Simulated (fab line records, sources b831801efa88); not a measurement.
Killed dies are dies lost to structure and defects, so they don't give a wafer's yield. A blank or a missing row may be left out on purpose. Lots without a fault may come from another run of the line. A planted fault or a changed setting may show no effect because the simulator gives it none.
Which tool did it? | flow gf180mcu | 13 lots, 39 wafers sampled, at 4 steps of a route of 602

WHAT THE GAUGES READ, wafer by wafer
GF_VT_IMPLANT_RS_MEAS_46: measures by four-point-probe. Usual: MVSD_RS 456.6 ohm/sq, standard deviation 1.4.
lot  | measured     | on            | MVSD_RS (ohm/sq)  | flag
L412 | day 7 09:33  | film_metro-02 | 455.5 455.4 455.8 |
L413 | day 7 15:47  | film_metro-03 | 453.9 455.2 456.3 |
L415 | day 8 05:16  | film_metro-02 | 457.8 459.2 457.7 |
L416 | day 8 13:10  | film_metro-04 | 457.6 457.4 457.4 |
L419 | day 9 07:47  | film_metro-03 | 456.0 456.3 457.1 |
L422 | day 10 02:59 | film_metro-04 | 457.3 457.6 457.6 |
L423 | day 10 11:07 | film_metro-02 | 480.3 480.0 478.1 | OFF
L424 | day 10 18:11 | film_metro-03 | 455.3 454.5 455.1 |
L425 | day 11 01:31 | film_metro-04 | 475.2 474.7 476.1 | OFF
L430 | day 13 03:06 | film_metro-02 | 454.7 456.0 454.9 |
L431 | day 13 17:12 | film_metro-04 | 456.9 457.1 457.8 |
L434 | day 14 04:25 | film_metro-04 | 455.1 454.8 454.4 |
L433 | day 14 04:44 | film_metro-02 | 458.0 455.7 456.6 |

GF_HV_LDD_CD_MEAS_07: target cd 400 nm. Usual: cd_nm 400.0 nm, standard deviation 2.6.
lot  | measured     | on        | cd_nm (nm)        | flag
L412 | day 9 21:38  | cd_sem-01 | 399.2 398.0 395.8 |
L413 | day 10 04:17 | cd_sem-02 | 401.7 401.5 401.2 |
L415 | day 10 21:01 | cd_sem-02 | 398.9 398.1 398.1 |
L416 | day 11 06:17 | cd_sem-01 | 395.5 397.5 399.2 |
L419 | day 11 20:11 | cd_sem-01 | 398.8 396.1 397.2 |
L422 | day 12 17:32 | cd_sem-02 | 399.3 395.9 399.2 |
L423 | day 13 01:52 | cd_sem-02 | 405.4 406.7 404.6 |
L424 | day 13 18:11 | cd_sem-02 | 404.5 404.3 406.0 |
L425 | day 13 19:08 | cd_sem-01 | 396.9 398.6 396.1 |
L430 | day 16 05:10 | cd_sem-02 | 402.4 401.7 401.0 |
L431 | day 16 19:44 | cd_sem-01 | 395.3 394.1 395.8 |
L434 | day 17 12:19 | cd_sem-01 | 402.4 402.0 401.8 |
L433 | day 17 13:09 | cd_sem-01 | 399.9 398.7 399.5 |

GF_HV_LDD_OVL_MEAS_08. Usual: HV_LDD_OVL 0.7 nm, standard deviation 1.2.
lot  | measured     | on         | HV_LDD_OVL (nm) | flag
L412 | day 9 21:45  | overlay-02 | 3.0 0.4 0.2     |
L413 | day 10 04:25 | overlay-02 | 2.3 1.1 1.3     |
L415 | day 10 21:07 | overlay-01 | -1.3 1.5 0.0    |
L416 | day 11 06:24 | overlay-02 | 0.3 -0.4 0.8    |
L419 | day 11 20:19 | overlay-01 | -0.1 2.6 1.4    |
L422 | day 12 17:37 | overlay-01 | 2.0 2.0 1.7     |
L423 | day 13 01:57 | overlay-02 | -0.3 1.1 -0.6   |
L424 | day 13 18:19 | overlay-01 | 1.8 2.0 1.0     |
L425 | day 13 19:13 | overlay-02 | 1.7 0.8 1.3     |
L430 | day 16 05:16 | overlay-01 | -1.0 1.4 -0.4   |
L431 | day 16 19:50 | overlay-01 | -1.2 0.7 0.9    |
L434 | day 17 12:26 | overlay-02 | 0.7 -0.1 1.8    |
L433 | day 17 13:16 | overlay-02 | 1.1 0.5 1.4     |

WHICH TOOL RAN EACH LOT (tool, then ch and the chambers of the sampled wafers, then the start)
lot  | GF_MVSD_IMPLANT_08
L412 | implanter-02 ch 0, day 4 10:38
L413 | implanter-04 ch 0, day 4 17:11
L415 | implanter-04 ch 0, day 5 02:58
L416 | implanter-04 ch 0, day 5 11:04
L419 | implanter-02 ch 0, day 6 02:52
L422 | implanter-02 ch 0, day 6 18:47
L423 | implanter-04 ch 0, day 6 23:04
L424 | implanter-02 ch 0, day 7 04:49
L425 | implanter-04 ch 0, day 7 11:37
L430 | implanter-03 ch 0, day 9 04:38
L431 | implanter-03 ch 0, day 9 16:14
L434 | implanter-02 ch 0, day 10 03:04
L433 | implanter-04 ch 0, day 10 03:26
- GF_MVSD_IMPLANT_08

WHAT THE TOOLS THEMSELVES READ (means of the sampled wafers that have a number; where no wafer has one, the mark that the record gives instead)
GF_MVSD_IMPLANT_08. Usual: dose_ions_cm2 1.6e+13, standard deviation 1.7e+10; faraday_current_uA 90.0, standard deviation 2; tilt_deg -0.003 degrees, standard deviation 0.019.
lot  | tool         | dose_ions_cm2 | faraday_current_uA | tilt_deg (degrees) | flag
L412 | implanter-02 | 1.6e+13       | 90.6               | 0.037              |
L413 | implanter-04 | 1.6e+13       | 88.1               | -0.005             |
L415 | implanter-04 | 1.6e+13       | 91.2               | -0.010             |
L416 | implanter-04 | 1.6e+13       | 91.4               | -0.022             |
L419 | implanter-02 | 1.6e+13       | 89.4               | -0.005             |
L422 | implanter-02 | 1.6e+13       | 90.5               | -0.000             |
L423 | implanter-04 | 1.5e+13       | 83.5               | 0.011              | OFF
L424 | implanter-02 | 1.6e+13       | 90.4               | -0.004             |
L425 | implanter-04 | 1.5e+13       | 81.0               | -0.005             | OFF
L430 | implanter-03 | 1.6e+13       | 89.4               | -0.013             |
L431 | implanter-03 | 1.6e+13       | 90.6               | 0.002              |
L434 | implanter-02 | 1.6e+13       | 90.4               | -0.007             |
L433 | implanter-04 | 1.6e+13       | 89.6               | 0.005              |

THE ANSWER, worked out from the rows above alone
Rule: a lot is off if the mean of its wafers that have a number lies more than 3 standard deviations from the usual mean. A lot without any number at a reading at which 4 lots or more have one is off too. The other lots that the step has rows for count as sound. The gauges are gone through in route order, then the tools' own readings, and for those a lot's mean is taken as printed above. The first step at which some lot is off is used, and at that step the reading that is off furthest; a lot without a number counts as furthest.
Off: L423, L425, at GF_VT_IMPLANT_RS_MEAS_46 (MVSD_RS).
A tool fits if, at a process step before that reading, it ran every lot that is off, and no sound lot after the first of them. The gauges at GF_VT_IMPLANT_RS_MEAS_46 aren't tried: what is off there is off at GF_MVSD_IMPLANT_08 too, on other tools, and a gauge's error can't cause that. None of those tried fits.

WHAT THE SIMULATOR HAD PUT IN
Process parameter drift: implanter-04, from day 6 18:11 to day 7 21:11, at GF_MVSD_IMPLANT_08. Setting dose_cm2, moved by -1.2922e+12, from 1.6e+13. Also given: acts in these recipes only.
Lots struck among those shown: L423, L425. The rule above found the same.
